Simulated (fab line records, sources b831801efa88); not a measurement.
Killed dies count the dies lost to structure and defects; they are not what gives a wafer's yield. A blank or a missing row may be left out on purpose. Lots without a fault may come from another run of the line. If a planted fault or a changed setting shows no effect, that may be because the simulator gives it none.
fab line records	flow sky130
[record] lots = 7	wafers = 21	last_day = 50
route steps=708 shown FIELD_ISO@6 PAD_OPEN@708
lots with no fault: from the same line, run without faults
start_h: hours from the record's opening day to when the first of the lot's shown wafers began	wait_h: hours elapsed since this lot's preceding step	" repeats the value in the row above	L1.1+2: several wafers, shown together as one row	- either no value or no given start	* or withheld: withheld	< > ~ a bound
route shown NAME@n: names a module that has steps shown in the file, with the first one's number in the route	usual: mean and standard deviation over wafers with no fault	same: alike in all rows	chamber/n: place in a boat	sites: each site's reading	_std_site: the values' standard deviation	_edge_site: inner sites' mean taken away from outer sites' mean	radius_mm: for every site, how far away it sits from the centre of the wafer	mask NAME#n: copy n	behind: the tool/chamber that last shaped the wafer	hold: cause of the lot's hold/its duration in hours/its outcome	device: the n, p or np transistor that did not switch	end of line: the same wafers' tests at the end of the route	a step with no rows: only its recipe	killed: dies lost to structure and defects at the first sort, not the wafer's yield	map: a wafer's dies, marking killed ones x, the rest . and places with no die _
set.NAME: setting as actually run; set.NAME@STEP: the setting as run at that earlier step	model.NAME: the simulator's own value behind a step, which no gauge read
lots seen at some steps along the route; tables by step, rows by wafer
services: from which hour (start_h, from the record's first day; less than 0 if before it) a tool's chamber was out of use, for how many hours, and why
[[steps]]
[step SKY_FIELD_ISO_DEHYDRATE_05]
[recipe] temp_c = 200	time_s = 60
[step SKY_FIELD_ISO_HMDS_06]
[recipe] prime_time_s = 60	prime_temp_c = 120
[step SKY_FIELD_ISO_COAT_07]
[recipe] resist = BARC	temp_c = withheld	time_s = withheld	spin_rpm = 3000	resist_thk_nm = 60
[step SKY_FIELD_ISO_COAT_08]
[recipe] resist = KrF-thick	spin_rpm = 3000	resist_thk_nm = 450
[step SKY_FIELD_ISO_SOFTBAKE_09]
[recipe] temp_c = 100	time_s = 90	resist = KrF-thick
[step SKY_FIELD_ISO_EXPOSE_10]
[recipe] mask_id = FOM	na = 0.68	source_shape = annular	sigma_inner = 0.4	sigma_outer = 0.8	target_cd_nm = 150	dose_mj = 28
[step SKY_FIELD_ISO_PEB_11]
[recipe] peb_temp_c = withheld	peb_time_s = withheld	resist = KrF-thick
[step SKY_FIELD_ISO_DEVELOP_12]
[recipe] develop_time_s = 60	resist = KrF-thick	dev_temp_c = 21
[step SKY_FIELD_ISO_CD_MEAS_13]
[recipe] target_cd_nm = 150
[usual] cd_nm = 150.0/1.8
lot.wafer	tool	chamber	start_h	wait_h	cd_nm
L566.1	cd_sem-02	-	44.30	-	149.3
L566.2	"	-	"	"	151.0
L566.6	"	-	"	"	150.7
L573.2	cd_sem-02	-	81.90	-	151.1
L573.4	"	-	"	"	151.4
L573.5	"	-	"	"	153.0
L574.1	cd_sem-01	-	86.78	-	149.5
L574.3	"	-	"	"	149.4
L574.4	"	-	"	"	150.4
L576.3	cd_sem-02	-	97.19	-	149.1
L576.4	"	-	"	"	150.3
L576.5	"	-	"	"	150.1
L581.2	cd_sem-02	-	125.60	-	151.3
L581.4	"	-	"	"	149.5
L581.6	"	-	"	"	149.4
L582.1	cd_sem-01	-	130.33	-	150.6
L582.4	"	-	"	"	150.8
L582.6	"	-	"	"	151.4
L583.1	cd_sem-01	-	133.13	-	150.5
L583.3	"	-	"	"	150.9
L583.5	"	-	"	"	150.9
[step SKY_FIELD_ISO_ETCH_14]
[recipe] chemistry = N2/H2	target = BARC	ion_energy_ev = 200	source_w = 500	bias_w = 100	pressure_mtorr = 30	n2_flow_sccm = 100	h2_flow_sccm = 200	stop_on = SiO2	time_s = 46.75	target_depth_a = 600
[usual] drypump_motor_current_A = 5.6/0.5	oes_product_au = 0.850/0.0048	run_length_s = 76.738/0	throttle_valve_pct = 13.226/0.0094
lot.wafer	tool	chamber	start_h	wait_h	drypump_motor_current_A	oes_product_au	rf_hours_counter_h	run_length_s	throttle_valve_pct
L566.1	rie_diel-01	3	44.42	0.1	4.8	0.851	122	76.738	13.226
L566.2	"	0	"	"	6.2	0.845	144	76.738	13.228
L566.6	"	0	"	"	6.3	0.848	-	76.738	13.230
L573.2	rie_diel-04	3	82.00	0.1	5.9	0.850	114	76.738	13.211
L573.4	"	0	"	"	6.0	0.860	3	76.738	13.230
L573.5	"	0	"	"	5.9	0.855	-	76.738	13.217
L574.1	rie_diel-04	1	86.90	0.1	5.8	0.854	153	76.738	13.219
L574.3	"	3	"	"	5.9	0.853	114	76.738	13.221
L574.4	"	2	"	"	6.5	0.837	66	76.738	13.203
L576.3	rie_diel-01	1	97.27	0.1	5.2	0.855	105	76.738	13.222
L576.4	"	3	"	"	4.8	0.846	123	76.738	13.221
L576.5	"	2	"	"	5.5	0.842	-	76.738	13.223
L581.2	rie_diel-01	2	125.70	0.1	5.4	0.846	68	76.738	13.210
L581.4	"	1	"	"	5.2	0.854	-	76.738	13.234
L581.6	"	2	"	"	5.4	0.855	-	76.738	13.217
L582.1	rie_diel-02	3	130.45	0.1	5.4	0.847	0	76.738	13.222
L582.4	"	0	"	"	5.5	0.837	75	76.738	13.233
L582.6	"	1	"	"	5.5	0.850	-	76.738	13.225
L583.1	rie_diel-01	0	133.25	0.1	6.3	0.845	146	76.738	13.225
L583.3	"	3	"	"	4.8	0.853	123	76.738	13.228
L583.5	"	0	"	"	6.2	0.855	-	76.738	13.231
[step SKY_FIELD_ISO_ETCH_15]
[recipe] chemistry = CHF3/O2	target_depth_nm = 180	stop_on = Si	source_w = 600	bias_w = 200	pressure_mtorr = 40	chf3_flow_sccm = 50	O2_flow_sccm = 5	time_s = 72
[usual] drypump_motor_current_A = 5.6/0.49	oes_product_au = 0.943/0.0066	run_length_s = 100.1/0.41	throttle_valve_pct = 8.843/0.0092
lot.wafer	tool	chamber	start_h	wait_h	drypump_motor_current_A	oes_product_au	rf_hours_counter_h	run_length_s	throttle_valve_pct
L566.1	rie_diel-01	3	44.46	0.0	4.8	0.943	122	99.8	8.826
L566.2	"	0	"	"	6.2	0.933	144	100.0	8.862
L566.6	"	0	"	"	6.3	0.930	-	99.9	8.835
L573.2	rie_diel-04	3	82.04	0.0	5.9	0.936	114	100.0	8.824
L573.4	"	0	"	"	6.0	0.936	3	99.9	8.851
L573.5	"	0	"	"	5.9	0.940	-	99.7	8.832
L574.1	rie_diel-04	1	86.94	0.0	5.8	0.941	153	100.9	8.835
L574.3	"	3	"	"	5.9	0.952	114	100.0	8.830
L574.4	"	2	"	"	6.5	0.944	66	100.2	8.850
L576.3	rie_diel-01	1	97.31	0.0	5.2	0.936	105	100.4	8.847
L576.4	"	3	"	"	4.8	0.940	123	100.0	8.868
L576.5	"	2	"	"	5.5	0.939	-	100.0	8.834
L581.2	rie_diel-01	2	125.74	0.0	5.5	0.950	68	99.9	8.842
L581.4	"	1	"	"	5.2	0.960	-	100.4	8.852
L581.6	"	2	"	"	5.5	0.959	-	100.5	8.839
L582.1	rie_diel-02	3	130.49	0.0	5.4	0.933	1	100.6	8.831
L582.4	"	0	"	"	5.5	0.940	75	100.8	8.859
L582.6	"	1	"	"	5.5	0.931	-	100.7	8.836
L583.1	rie_diel-01	0	133.29	0.0	6.2	0.948	146	99.5	8.834
L583.3	"	3	"	"	4.9	0.941	123	100.3	8.855
L583.5	"	0	"	"	6.2	0.940	-	99.2	8.854
[step SKY_FIELD_ISO_STRIP_16]
[recipe] chemistry = O2/N2	power_w = 1400	pressure_mtorr = 1500	platen_temp_c = withheld	o2_flow_sccm = 3000	n2_flow_sccm = 300	overash_fraction = 0.5
[usual] drypump_motor_current_A = 5.9/0.46	oes_product_au = 0.378/0.0056	strip_time_to_endpoint_s = 3.55/0.038
lot.wafer	tool	chamber	start_h	wait_h	drypump_motor_current_A	oes_product_au	rf_hours_counter_h	strip_time_to_endpoint_s
L566.1	plasma_asher-02	0	44.52	0.0	6.1	0.380	33	3.65
L566.2	"	1	"	"	6.5	0.391	33	3.54
L566.6	"	1	"	"	6.5	0.377	-	3.56
L573.2	plasma_asher-02	1	82.10	0.0	6.5	0.378	36	3.54
L573.4	"	0	"	"	6.0	0.377	-	3.54
L573.5	"	0	"	"	6.0	0.373	-	3.54
L574.1	plasma_asher-04	0	87.00	0.0	5.1	0.374	28	3.51
L574.3	"	1	"	"	6.3	0.378	-	3.51
L574.4	"	0	"	"	5.1	0.372	-	3.54
L576.3	plasma_asher-02	0	97.40	0.1	6.1	0.376	-	3.52
L576.4	"	1	"	"	6.5	0.384	-	3.66
L576.5	"	0	"	"	6.1	0.383	-	3.58
L581.2	plasma_asher-02	1	125.80	0.0	6.5	0.379	41	3.55
L581.4	"	0	"	"	6.1	0.377	-	3.48
L581.6	"	1	"	"	6.5	0.374	-	3.54
L582.1	plasma_asher-01	0	130.55	0.0	5.4	0.376	45	3.58
L582.4	"	1	"	"	6.2	0.373	-	3.60
L582.6	"	1	"	"	6.1	0.386	-	3.64
L583.1	plasma_asher-01	0	133.35	0.0	5.4	0.371	46	3.52
L583.3	"	1	"	"	6.1	0.376	-	3.60
L583.5	"	1	"	"	6.1	0.368	-	3.49
[step SKY_FIELD_ISO_ETCH_17]
[recipe] target_depth_a = 3420	mask_material = Si3N4	chemistry = HBr/Cl2/O2	target = Si	taper_deg = 5	icp_w = 600	bias_w = 150	pressure_mtorr = 15	HBr_flow_sccm = 150	Cl2_flow_sccm = 40	O2_flow_sccm = 6	time_s = 97.7
[usual] drypump_motor_current_A = 5.7/0.45	oes_product_au = 0.998/0.013	run_length_s = 126.1/0.33	throttle_valve_pct = 25.657/0.012
lot.wafer	tool	chamber	start_h	wait_h	drypump_motor_current_A	oes_product_au	rf_hours_counter_h	run_length_s	throttle_valve_pct	model.FIELD_ISO.feature_depth_nm	model.etch.depth_nm
L566.1	rie_si-01	2	44.62	0.1	5.3	1.002	2	126.1	25.646	345.3	345.3
L566.2	"	3	"	"	5.9	0.987	137	125.9	25.691	334.4	334.4
L566.6	"	0	"	"	5.5	1.008	-	125.9	25.658	346.7	346.7
L573.2	rie_si-01	2	82.20	0.1	5.3	0.994	2	126.7	25.663	341	341
L573.4	"	3	"	"	5.9	0.987	137	126.5	25.661	337.8	337.8
L573.5	"	0	"	"	5.6	1.002	-	126.2	25.667	342.6	342.6
L574.1	rie_si-01	1	87.10	0.1	6.4	1.017	1	126.3	25.639	350.8	350.8
L574.3	"	3	"	"	5.9	1.000	137	125.9	25.659	338.4	338.4
L574.4	"	2	"	"	5.3	0.997	2	126.0	25.678	343.2	343.2
L576.3	rie_si-01	1	97.47	0.0	6.4	1.018	2	126.1	25.646	349.1	349.1
L576.4	"	0	"	"	5.6	1.002	97	125.5	25.660	342.9	342.9
L576.5	"	2	"	"	5.3	0.992	-	125.9	25.666	338.9	338.9
L581.2	rie_si-01	1	125.90	0.1	6.3	1.009	2	126.5	25.643	346.9	346.9
L581.4	"	3	"	"	5.9	0.989	138	126.2	25.661	335.1	335.1
L581.6	"	0	"	"	5.6	0.998	-	122.5	25.650	326.2	326.2
L582.1	rie_si-01	2	130.65	0.1	5.3	0.996	2	126.1	25.662	340.4	340.4
L582.4	"	0	"	"	5.6	0.987	97	122.1	25.658	326.6	326.6
L582.6	"	1	"	"	6.3	1.021	-	126.5	25.647	352	352
L583.1	rie_si-01	1	133.45	0.1	6.4	1.020	2	126.4	25.642	351.4	351.4
L583.3	"	3	"	"	5.9	0.985	138	125.9	25.661	335.9	335.9
L583.5	"	0	"	"	5.6	0.994	-	121.9	25.650	329.6	329.6
[step SKY_FIELD_ISO_WET_ETCH_18]
[recipe] chemistry = H3PO4	target_depth_nm = 25	temp_c = 160	target = Si3N4	time_s = 286
[step SKY_PAD_OPEN_PROBE_99]
lot.wafer	tool	chamber	start_h	wait_h	model.etest.pfet_16v.r_on_ohm_um	model.etest.field_p.vt_v
L566.1	prober-01	-	1105.08	0.1	1.522e+04	-41.47
L566.2	prober-01	-	1105.13	0.1	1.472e+04	-39.79
L566.6	prober-01	-	1105.33	0.2	1.535e+04	-42.13
L573.2	prober-02	-	1139.81	0.1	1.489e+04	-40.7
L573.4	prober-02	-	1139.91	0.2	1.483e+04	-40.09
L573.5	prober-02	-	1139.96	0.2	1.502e+04	-41.08
L574.1	prober-01	-	1143.59	0.1	1.564e+04	-42.62
L574.3	prober-01	-	1143.69	0.2	1.514e+04	-40.24
L574.4	prober-01	-	1143.74	0.2	1.536e+04	-41.51
L576.3	prober-01	-	1163.08	0.2	1.544e+04	-41.94
L576.4	prober-01	-	1163.13	0.2	1.512e+04	-40.62
L576.5	prober-01	-	1163.18	0.2	1.498e+04	-39.78
L581.2	prober-02	-	1186.10	0.1	1.581e+04	-44.83
L581.4	prober-02	-	1186.20	0.2	1.525e+04	-42.66
L581.6	prober-02	-	1186.30	0.2	1.483e+04	-40.76
L582.1	prober-01	-	1191.67	0.1	1.478e+04	-40.42
L582.4	prober-01	-	1191.82	0.2	1.456e+04	-37.89
L582.6	prober-01	-	1191.92	0.2	1.53e+04	-43.01
L583.1	prober-02	-	1194.44	0.1	1.59e+04	-41.44
L583.3	prober-02	-	1194.54	0.2	1.518e+04	-38.09
L583.5	prober-02	-	1194.64	0.2	1.487e+04	-37.3
// killed by level:class
L566.1 LI_CONTACT:geometric_particle:open=10 CONTACT:geometric_particle:open=8 METAL1:geometric_particle:short=7 METAL2:geometric_particle:short=6 VIA1:geometric_particle:open=6 VIA2:geometric_particle:open=6 VIA3:geometric_particle:open=6 CONTACT:geometric_particle:short=4
L566.2 VIA1:geometric_particle:open=13 POLY_GATE:geometric_particle:short=7 CONTACT:geometric_particle:open=7 LI_CONTACT:geometric_particle:open=6 METAL2:geometric_particle:short=5 CONTACT:geometric_particle:short=5 VIA1:geometric_particle:short=5 VIA2:geometric_particle:open=5
L566.6 LI_CONTACT:geometric_particle:open=11 VIA3:geometric_particle:open=10 CONTACT:geometric_particle:open=9 VIA2:geometric_particle:open=6 METAL2:geometric_particle:short=6 LOCAL_INTERCONNECT:geometric_particle:short=4 FIELD_ISO:geometric_particle:open=3 FIELD_ISO:geometric_particle:short=3
L573.2 VIA1:geometric_particle:open=14 FIELD_ISO:geometric_particle:short=8 CONTACT:geometric_particle:short=8 CONTACT:geometric_particle:open=8 VIA2:geometric_particle:open=8 VIA1:geometric_particle:short=8 LI_CONTACT:geometric_particle:open=7 VIA3:geometric_particle:open=7
L573.4 VIA1:geometric_particle:open=14 LOCAL_INTERCONNECT:geometric_particle:short=9 CONTACT:geometric_particle:open=9 VIA3:geometric_particle:open=9 VIA2:geometric_particle:open=6 FIELD_ISO:geometric_particle:open=5 POLY_GATE:geometric_particle:short=5 LI_CONTACT:geometric_particle:open=4
L573.5 METAL2:geometric_particle:short=9 VIA1:geometric_particle:open=7 METAL1:geometric_particle:short=6 LI_CONTACT:geometric_particle:open=6 CONTACT:geometric_particle:open=6 CONTACT:geometric_particle:short=5 VIA3:geometric_particle:open=5 POLY_GATE:geometric_particle:open=3
L574.1 LI_CONTACT:geometric_particle:open=12 VIA2:geometric_particle:open=10 FIELD_ISO:geometric_particle:open=9 VIA1:geometric_particle:open=7 CONTACT:geometric_particle:open=6 VIA2:geometric_particle:short=6 VIA3:geometric_particle:open=5 CONTACT:geometric_particle:short=4
L574.3 LI_CONTACT:geometric_particle:open=11 CONTACT:geometric_particle:open=10 VIA1:geometric_particle:open=7 METAL2:geometric_particle:short=7 LOCAL_INTERCONNECT:geometric_particle:short=6 FIELD_ISO:geometric_particle:open=5 METAL1:geometric_particle:short=5 VIA1:geometric_particle:short=5
L574.4 VIA1:geometric_particle:open=12 CONTACT:geometric_particle:open=6 VIA3:geometric_particle:open=6 VIA2:geometric_particle:short=5 FIELD_ISO:geometric_particle:open=4 METAL4:geometric_particle:short=4 METAL1:geometric_particle:short=4 METAL2:geometric_particle:open=4
L576.3 METAL1:geometric_particle:short=10 VIA1:geometric_particle:open=9 LI_CONTACT:geometric_particle:open=8 CONTACT:geometric_particle:open=7 VIA3:geometric_particle:open=6 VIA2:geometric_particle:open=6 METAL2:geometric_particle:short=5 FIELD_ISO:geometric_particle:short=4
L576.4 CONTACT:geometric_particle:open=11 VIA3:geometric_particle:open=8 LI_CONTACT:geometric_particle:open=7 VIA2:geometric_particle:open=7 METAL1:geometric_particle:short=6 VIA1:geometric_particle:open=6 FIELD_ISO:geometric_particle:short=5 METAL2:geometric_particle:short=5
L576.5 LI_CONTACT:geometric_particle:open=14 VIA1:geometric_particle:open=12 FIELD_ISO:geometric_particle:short=7 CONTACT:geometric_particle:short=7 FIELD_ISO:geometric_particle:open=6 LOCAL_INTERCONNECT:geometric_particle:short=5 VIA1:geometric_particle:short=5 METAL2:geometric_particle:short=5
L581.2 CONTACT:geometric_particle:open=8 POLY_GATE:geometric_particle:short=7 METAL2:geometric_particle:short=7 POLY_GATE:geometric_particle:open=6 LI_CONTACT:geometric_particle:short=6 VIA3:geometric_particle:open=5 VIA2:geometric_particle:open=5 LI_CONTACT:geometric_particle:open=4
L581.4 CONTACT:geometric_particle:open=13 POLY_GATE:geometric_particle:open=8 VIA1:geometric_particle:open=8 POLY_GATE:geometric_particle:short=7 LI_CONTACT:geometric_particle:open=7 VIA2:geometric_particle:open=5 VIA3:geometric_particle:short=4 METAL3:geometric_particle:short=4
L581.6 CONTACT:geometric_particle:open=13 LI_CONTACT:geometric_particle:open=9 VIA1:geometric_particle:open=9 VIA1:geometric_particle:short=6 VIA2:geometric_particle:open=6 VIA3:geometric_particle:open=5 METAL2:geometric_particle:short=5 FIELD_ISO:geometric_particle:short=4
L582.1 LI_CONTACT:geometric_particle:open=7 VIA1:geometric_particle:open=6 CONTACT:geometric_particle:open=6 METAL2:geometric_particle:short=6 METAL1:geometric_particle:short=5 LOCAL_INTERCONNECT:geometric_particle:short=4 CONTACT:geometric_particle:short=4 VIA1:geometric_particle:short=4
L582.4 FIELD_ISO:geometric_particle:short=9 VIA2:geometric_particle:open=9 LOCAL_INTERCONNECT:geometric_particle:short=8 VIA1:geometric_particle:open=8 METAL2:geometric_particle:short=7 LI_CONTACT:geometric_particle:open=6 METAL1:geometric_particle:short=6 VIA2:geometric_particle:short=6
L582.6 METAL1:geometric_particle:short=9 LI_CONTACT:geometric_particle:open=7 CONTACT:geometric_particle:short=6 CONTACT:geometric_particle:open=6 VIA3:geometric_particle:open=6 VIA1:geometric_particle:open=5 VIA1:geometric_particle:short=4 LI_CONTACT:geometric_particle:short=4
[[services]]
tool	chamber	start_h	hours	kind
rie_si-01	1	37.09	6.9	repair
plasma_asher-02	-	49.31	3.9	repair
plasma_asher-02	-	51.32	2.6	repair
rie_diel-02	3	91.39	-	clean
rie_diel-02	3	91.39	24.8	scheduled_down
rie_diel-02	3	91.39	24.8	vent_cycle
plasma_asher-01	-	95.26	4.0	repair
rie_diel-01	3	117.76	12.3	repair
[[key]]
[first_sign] step = SKY_FIELD_ISO_ETCH_17	reading = run_length_s	direction = down	sigmas = 12	usual = *	struck = *
effect none on later readings
[model_effect] step = SKY_FIELD_ISO_ETCH_17	value = FIELD_ISO.feature_depth_nm	without = 339.8	struck = 327.5
[model_effect] step = SKY_PAD_OPEN_PROBE_99	value = etest.pfet_16v.r_on_ohm_um	without = 1.524e+04	struck = 1.475e+04
met_at SKY_FIELD_ISO_ETCH_17
struck_wafers L581.6,L582.4,L583.5
sort_left_out L583.5
tester_left_out L581,L582,L583
onset_between 97.47 125.90
[fault] kind = process_parameter_drift	tool = rie_si-01	chamber = 0	onset_h = 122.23	steps = SKY_FIELD_ISO_ETCH_17	channel = time_s	offset = *	shape = step	end_h = 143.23	acts_in = *	stated = *
// tester_left_out: of these lots the tester's yield and bins aren't shown, on N5 and GAA mostly nor the transistor test; their killed dies are dies lost to structure and defects alone, not to doping, threshold or leakage, so they don't give the yield
// sort_left_out: the simulated sort isn't trusted on such a fault, so these wafers' sort isn't shown, and their yield isn't known
